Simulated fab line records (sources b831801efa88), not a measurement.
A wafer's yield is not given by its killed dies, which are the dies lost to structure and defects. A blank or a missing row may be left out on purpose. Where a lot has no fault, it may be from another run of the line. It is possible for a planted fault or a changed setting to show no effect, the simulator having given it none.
Matching of chambers + flow sfq_line + 3 sister chambers for SFQ_TRILAYER_I3_DEP_PECVD_081 on pecvd-04
The step deposits SiO2 from SiH4/N2O, time 111.11 s, target thk 500 nm. 6 wafers are shown with their chamber, then 7 later ones without.

== WAFERS, EACH WITH ITS CHAMBER ==
| wafer  | chamber | run_length_s (s) | throttle_valve_pct (%) |
|--------|---------|------------------|------------------------|
| L892.5 | 1       | 139.9            | 25.4                   |
| L893.6 | 1       | 139.6            | 25.0                   |
| L906.3 | 0       | 137.9            | 24.9                   |
| L906.6 | 2       | 138.3            | 23.7                   |
| L907.2 | 2       | 138.1            | 23.6                   |
| L907.5 | 0       | 138.8            | 24.5                   |

== WAFERS WITHOUT THEIR CHAMBER ==
| wafer  | run_length_s (s) | throttle_valve_pct (%) |
|--------|------------------|------------------------|
| L907.6 | 139.7            | 25.7                   |
| L908.1 | 139.8            | 25.6                   |
| L908.3 | 138.4            | 24.7                   |
| L908.5 | 138.1            | 24.8                   |
| L911.2 | 139.4            | 25.4                   |
| L911.3 | 139.0            | 23.8                   |
| L911.5 | 138.9            | 24.7                   |

== WHICH CHAMBER EACH WENT THROUGH ==
| wafer  | from the rows above     | in truth |
|--------|-------------------------|----------|
| L907.6 | 1                       | 1        |
| L908.1 | 1                       | 1        |
| L908.3 | 0                       | 0        |
| L908.5 | 0                       | 0        |
| L911.2 | 1                       | 1        |
| L911.3 | 2                       | 2        |
| L911.5 | can't be placed: 0 or 1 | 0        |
Placed correctly: 6 of 7. From these rows, 1 cannot be placed; in 1 the true chamber is one of the candidates. 0 placed wrongly.
How it was worked out, from the rows above alone: a wafer's distance from a chamber is the root of the sum, over the readings, of the square of ((its reading less the chamber's mean) divided by the reading's scatter). If the next closest chamber is less than 2 further off than the closest, the wafer can't be placed; otherwise it belongs to the closest. The mean given for a chamber averages the wafers shown for that chamber. The scatter: take each reading less its chamber's mean, square it, sum over the shown wafers, divide by the number of wafers less the number of chambers, and take the root.
